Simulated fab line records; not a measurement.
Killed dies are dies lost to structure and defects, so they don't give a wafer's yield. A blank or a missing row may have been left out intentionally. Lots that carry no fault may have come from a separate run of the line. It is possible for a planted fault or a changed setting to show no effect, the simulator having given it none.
Which of the tools did it? ; flow gf180mcu ; 24 lots with 72 wafers sampled at 5 steps, on a route of 602 steps

WHAT THE GAUGES SHOWED, per wafer
GF_POLY_GATE_CD_MEAS_18. Usual: cdNm at 279.9 nm, with a standard deviation of 2.6.
lot;measured;on;cdNm (nm);flag
L074;day 9 07:57;cdSem-02;281.2 285.7 282.6;
L075;day 9 13:29;cdSem-01;284.3 279.3 285.8;
L076;day 9 21:39;cdSem-02;281.2 281.0 281.2;
L077;day 10 06:53;cdSem-01;284.9 285.5 279.8;
L078;day 10 13:26;cdSem-01;282.0 281.8 283.5;
L079;day 10 20:50;cdSem-01;281.4 281.2 280.4;
L080;day 10 23:32;cdSem-01;277.5 279.8 277.5;
L081;day 11 14:03;cdSem-02;278.9 281.7 279.1;
L082;day 11 14:04;cdSem-01;279.7 278.9 281.6;
L083;day 12 00:25;cdSem-01;285.7 280.6 282.8;
L084;day 12 07:43;cdSem-02;281.9 275.3 282.3;
L085;day 12 16:56;cdSem-01;281.0 279.1 278.0;
L086;day 12 20:00;cdSem-01;280.6 284.0 281.1;
L087;day 13 04:08;cdSem-01;279.4 283.1 281.8;
L088;day 13 13:25;cdSem-02;276.8 279.1 276.8;
L089;day 13 17:17;cdSem-02;281.2 278.5 277.4;
L090;day 13 22:49;cdSem-02;280.6 276.1 281.3;
L091;day 14 06:14;cdSem-02;278.1 279.5 280.9;
L092;day 14 12:17;cdSem-02;282.9 283.9 280.8;
L093;day 14 23:37;cdSem-02;279.6 275.9 280.8;
L094;day 15 07:59;cdSem-02;280.8 280.3 276.1;
L095;day 15 13:42;cdSem-01;275.5 279.5 273.8;
L096;day 15 17:03;cdSem-02;278.5 273.9 276.5;
L097;day 16 08:24;cdSem-01;279.0 276.0 277.9;

GF_V1_THK_MEAS_25: measures by xrf. Usual: V1_W_THK typically reads 343 nm, with standard deviation 5.
lot;measured;on;V1_W_THK (nm);flag
L074;day 18 02:58;filmMetro-04;347 347 347;
L075;day 18 11:57;filmMetro-03;342 342 346;
L076;day 18 23:48;filmMetro-02;342 338 339;
L077;day 19 10:42;filmMetro-04;351 352 345;
L078;day 19 20:20;filmMetro-04;351 342 352;
L079;day 20 06:09;filmMetro-02;342 342 342;
L080;day 20 09:02;filmMetro-02;350 342 341;
L081;day 21 03:32;filmMetro-02;333 337 336;
L082;day 21 03:53;filmMetro-03;347 346 346;
L083;day 21 19:02;filmMetro-04;346 337 337;
L084;day 22 01:33;filmMetro-04;348 352 344;
L085;day 22 15:26;filmMetro-02;332 332 331;
L086;day 22 18:35;filmMetro-04;344 348 343;
L087;day 23 00:25;filmMetro-02;345 343 340;
L088;day 23 11:17;filmMetro-02;335 340 333;
L089;day 23 16:29;filmMetro-02;339 345 343;
L090;day 23 22:02;filmMetro-04;339 347 342;
L091;day 24 07:59;filmMetro-03;346 347 348;
L092;day 24 15:20;filmMetro-03;335 340 341;
L093;day 25 00:17;filmMetro-03;347 346 350;
L094;day 25 09:23;filmMetro-03;349 353 348;
L095;day 25 15:42;filmMetro-02;341 345 339;
L096;day 25 19:04;filmMetro-02;337 338 337;
L097;day 26 09:40;filmMetro-04;349 344 349;

WHICH TOOL RAN EACH LOT (tool, then ch and the chambers of the sampled wafers, then the start)
lot;GF_MVSD_STRIP_10;GF_VT_IMPLANT_STRIP_42;GF_M1_SPUTTER_04
L074;plasmaAsher-02 ch 0,1, day 4 10:58;plasmaAsher-01 ch 1, day 7 13:34;pvdSputter-04, day 16 01:12
L075;plasmaAsher-02 ch 0, day 4 15:58;plasmaAsher-01 ch 0,1, day 7 19:46;pvdSputter-01, day 16 09:38
L076;plasmaAsher-03 ch 0, day 4 21:01;plasmaAsher-04 ch 0,1, day 8 01:22;pvdSputter-02, day 16 21:13
L077;plasmaAsher-01 ch 0,1, day 5 04:58;plasmaAsher-01 ch 0,1, day 8 09:33;pvdSputter-01, day 17 07:29
L078;plasmaAsher-03 ch 0,1, day 5 09:43;plasmaAsher-04 ch 0,1, day 8 17:00;pvdSputter-04, day 17 17:25
L079;plasmaAsher-03 ch 0,1, day 5 15:10;plasmaAsher-04 ch 0,1, day 8 22:49;pvdSputter-02, day 18 02:16
L080;plasmaAsher-03 ch 0,1, day 5 20:31;plasmaAsher-04 ch 0,1, day 9 02:41;pvdSputter-01, day 18 06:26
L081;plasmaAsher-02 ch 0,1, day 6 05:07;plasmaAsher-04 ch 0,1, day 9 12:49;pvdSputter-02, day 18 23:34
L082;plasmaAsher-01 ch 0,1, day 6 08:31;plasmaAsher-03 ch 0, day 9 17:37;pvdSputter-04, day 19 00:13
L083;plasmaAsher-01 ch 0,1, day 6 14:57;plasmaAsher-01 ch 0,1, day 10 03:16;pvdSputter-02, day 19 15:26
L084;plasmaAsher-01 ch 0,1, day 6 20:07;plasmaAsher-04 ch 0,1, day 10 07:55;pvdSputter-02, day 19 21:59
L085;plasmaAsher-01 ch 0,1, day 7 03:25;plasmaAsher-04 ch 0,1, day 10 15:58;pvdSputter-01, day 20 13:07
L086;plasmaAsher-02 ch 0,1, day 7 08:22;plasmaAsher-01 ch 0,1, day 10 21:25;pvdSputter-01, day 20 16:52
L087;plasmaAsher-02 ch 0,1, day 7 14:06;plasmaAsher-01 ch 0,1, day 11 03:27;pvdSputter-02, day 20 23:04
L088;plasmaAsher-01 ch 0,1, day 7 20:58;plasmaAsher-01 ch 0,1, day 11 12:25;pvdSputter-01, day 21 11:04
L089;plasmaAsher-03 ch 0,1, day 8 00:31;plasmaAsher-01 ch 0,1, day 11 17:01;pvdSputter-02, day 21 16:07
L090;plasmaAsher-02 ch 0,1, day 8 06:52;plasmaAsher-04 ch 0,1, day 11 23:48;pvdSputter-01, day 21 21:55
L091;plasmaAsher-02 ch 0,1, day 8 12:52;plasmaAsher-04 ch 0, day 12 06:16;pvdSputter-02, day 22 08:25
L092;plasmaAsher-03 ch 0,1, day 8 18:46;plasmaAsher-04 ch 0,1, day 12 12:01;pvdSputter-04, day 22 16:04
L093;plasmaAsher-02 ch 0,1, day 9 01:46;plasmaAsher-01 ch 0,1, day 12 21:40;pvdSputter-02, day 23 01:07
L094;plasmaAsher-01 ch 0,1, day 9 08:58;plasmaAsher-04 ch 0,1, day 13 05:13;pvdSputter-04, day 23 11:23
L095;plasmaAsher-03 ch 0,1, day 9 12:25;plasmaAsher-01 ch 0,1, day 13 11:55;pvdSputter-04, day 23 17:37
L096;plasmaAsher-01 ch 0,1, day 9 18:03;plasmaAsher-01 ch 0,1, day 13 16:14;pvdSputter-01, day 23 22:04
L097;plasmaAsher-03 ch 0,1, day 10 05:52;plasmaAsher-01 ch 0,1, day 14 05:55;pvdSputter-04, day 24 13:05
- GF_MVSD_STRIP_10: strips in O2/N2.
- GF_VT_IMPLANT_STRIP_42: strips in O2/N2.
- GF_M1_SPUTTER_04: material TiN, target thk 50 nm, time 41.7 s.

WHAT THE TOOLS THEMSELVES READ (means of the sampled wafers that have a number; where no wafer has one, the mark that the record gives instead)
GF_MVSD_STRIP_10. Usual: for drypumpMotorCurrentA, 5.7 A with a standard deviation of 0.49; for heaterPowerW, 326 W with a standard deviation of 23; for n2FlowSccm, 300.1 sccm with a standard deviation of 0.82; for o2FlowSccm, 3000 sccm with a standard deviation of 9.2; for oesProductAu, 0.722 a.u. with a standard deviation of 0.0051; for platenTempC, 250.03 C with a standard deviation of 0.18; for stripTimeToEndpointS, 37.00 s with a standard deviation of 0.11.
lot;tool;drypumpMotorCurrentA (A);heaterPowerW (W);n2FlowSccm (sccm);o2FlowSccm (sccm);oesProductAu (a.u.);platenTempC (C);stripTimeToEndpointS (s);flag
L074;plasmaAsher-02;5.2;315;299.5;3001;0.721;250.00;37.03;
L075;plasmaAsher-02;5.2;334;299.3;2998;0.720;250.20;36.98;
L076;plasmaAsher-03;6.5;303;300.2;2991;0.721;249.93;36.98;
L077;plasmaAsher-01;5.9;312;300.4;3004;0.721;250.24;36.91;
L078;plasmaAsher-03;5.8;344;300.8;2996;0.727;250.03;36.95;
L079;plasmaAsher-03;5.7;338;300.0;3003;0.725;249.99;37.00;
L080;plasmaAsher-03;5.7;344;301.0;2994;0.724;250.06;37.04;
L081;plasmaAsher-02;5.2;324;299.9;2999;0.722;250.08;37.14;
L082;plasmaAsher-01;6.0;326;300.5;2996;0.713;249.93;36.95;
L083;plasmaAsher-01;6.0;333;300.7;2995;0.722;250.19;37.09;
L084;plasmaAsher-01;5.9;334;300.4;3008;0.721;250.03;37.05;
L085;plasmaAsher-01;5.9;337;299.7;3000;0.722;250.05;36.93;
L086;plasmaAsher-02;5.2;323;300.4;2998;0.717;249.96;37.15;
L087;plasmaAsher-02;5.2;325;300.4;3010;0.722;249.93;37.04;
L088;plasmaAsher-01;5.9;332;299.8;3003;0.720;250.08;36.80;
L089;plasmaAsher-03;6.2;325;300.5;3004;0.719;249.99;36.94;
L090;plasmaAsher-02;5.2;322;299.7;3000;0.719;250.20;37.02;
L091;plasmaAsher-02;5.2;313;299.4;2993;0.717;250.08;37.11;
L092;plasmaAsher-03;6.2;324;299.7;3007;0.729;249.78;37.01;
L093;plasmaAsher-02;5.2;323;299.9;3004;0.721;250.12;36.88;
L094;plasmaAsher-01;5.9;337;299.6;3001;0.722;250.03;37.09;
L095;plasmaAsher-03;5.8;348;299.8;2993;0.722;250.04;37.14;
L096;plasmaAsher-01;5.9;334;301.3;3011;0.721;249.91;37.03;
L097;plasmaAsher-03;6.2;321;300.3;3011;0.723;249.91;36.91;

GF_VT_IMPLANT_STRIP_42. Usual: for drypumpMotorCurrentA, 5.7 A with a standard deviation of 0.33; for heaterPowerW, 340 W with a standard deviation of 25; for n2FlowSccm, 300.0 sccm with a standard deviation of 0.93; for o2FlowSccm, 2997 sccm with a standard deviation of 9.4; for oesProductAu, 0.716 a.u. with a standard deviation of 0.0042; for platenTempC, 249.98 C with a standard deviation of 0.17; for stripTimeToEndpointS, 12.63 s with a standard deviation of 0.036.
lot;tool;drypumpMotorCurrentA (A);heaterPowerW (W);n2FlowSccm (sccm);o2FlowSccm (sccm);oesProductAu (a.u.);platenTempC (C);stripTimeToEndpointS (s);flag
L074;plasmaAsher-01;6.0;346;299.5;2984;0.719;249.98;12.60;
L075;plasmaAsher-01;5.9;320;299.4;2995;0.717;249.94;12.68;
L076;plasmaAsher-04;5.3;361;301.2;3002;0.714;249.83;12.63;
L077;plasmaAsher-01;6.0;332;300.1;2999;0.715;250.19;12.64;
L078;plasmaAsher-04;5.3;352;299.3;2986;0.717;249.94;12.61;
L079;plasmaAsher-04;5.3;353;299.8;2999;0.710;249.93;12.68;
L080;plasmaAsher-04;5.3;361;299.4;2996;0.716;249.82;12.62;
L081;plasmaAsher-04;5.3;361;299.9;2993;0.718;249.92;12.61;
L082;plasmaAsher-03;6.6;304;300.4;2993;0.716;249.90;12.60;
L083;plasmaAsher-01;5.9;316;300.2;2995;0.713;250.18;12.64;
L084;plasmaAsher-04;5.3;355;300.4;2992;0.716;249.97;12.59;
L085;plasmaAsher-04;5.3;362;300.3;2998;0.712;249.98;12.65;
L086;plasmaAsher-01;5.9;334;300.0;3009;0.715;250.06;12.60;
L087;plasmaAsher-01;5.9;334;299.5;3005;0.716;250.06;12.62;
L088;plasmaAsher-01;5.9;329;300.1;3000;0.714;250.03;12.71;
L089;plasmaAsher-01;5.9;319;300.0;2991;0.714;249.91;12.64;
L090;plasmaAsher-04;5.4;354;298.9;2997;0.720;250.07;12.62;
L091;plasmaAsher-04;5.3;349;298.8;2991;0.715;250.06;12.65;
L092;plasmaAsher-04;5.3;367;299.9;2997;0.720;249.93;12.64;
L093;plasmaAsher-01;5.9;314;300.8;3007;0.716;249.98;12.64;
L094;plasmaAsher-04;5.3;358;300.3;2997;0.715;249.94;12.59;
L095;plasmaAsher-01;5.9;332;300.7;2998;0.717;249.86;12.63;
L096;plasmaAsher-01;5.9;319;300.6;2993;0.713;249.83;12.62;
L097;plasmaAsher-01;6.0;331;299.0;3013;0.716;250.04;12.61;

GF_M1_SPUTTER_04. Usual: throttleValvePct at 30.1 %, with a standard deviation of 0.91.
lot;tool;throttleValvePct (%);flag
L074;pvdSputter-04;29.9;
L075;pvdSputter-01;30.8;
L076;pvdSputter-02;30.2;
L077;pvdSputter-01;30.5;
L078;pvdSputter-04;29.8;
L079;pvdSputter-02;30.3;
L080;pvdSputter-01;30.7;
L081;pvdSputter-02;29.8;
L082;pvdSputter-04;29.7;
L083;pvdSputter-02;30.0;
L084;pvdSputter-02;29.8;
L085;pvdSputter-01;30.9;
L086;pvdSputter-01;30.5;
L087;pvdSputter-02;29.7;
L088;pvdSputter-01;30.1;
L089;pvdSputter-02;29.8;
L090;pvdSputter-01;30.4;
L091;pvdSputter-02;29.7;
L092;pvdSputter-04;29.6;
L093;pvdSputter-02;29.9;
L094;pvdSputter-04;29.0;
L095;pvdSputter-04;29.2;
L096;pvdSputter-01;30.5;
L097;pvdSputter-04;30.1;

THE ANSWER, worked out from the rows above alone
Rule: a lot is off if the mean of its wafers that have a number lies more than 3 standard deviations from the usual mean. Also off: a lot with no number at a reading for which 4 or more lots have one. Where the step has rows for the other lots, those lots are counted as sound. After the gauges, taken in route order, come the tools' own readings; for these a lot's mean is taken, as printed above. At the first step where some lot is off, the reading lying furthest off is the one used; lots without a number count as furthest.
Nothing can be told from this: no lot is off at any reading shown.

WHAT WAS PUT IN BY THE SIMULATOR
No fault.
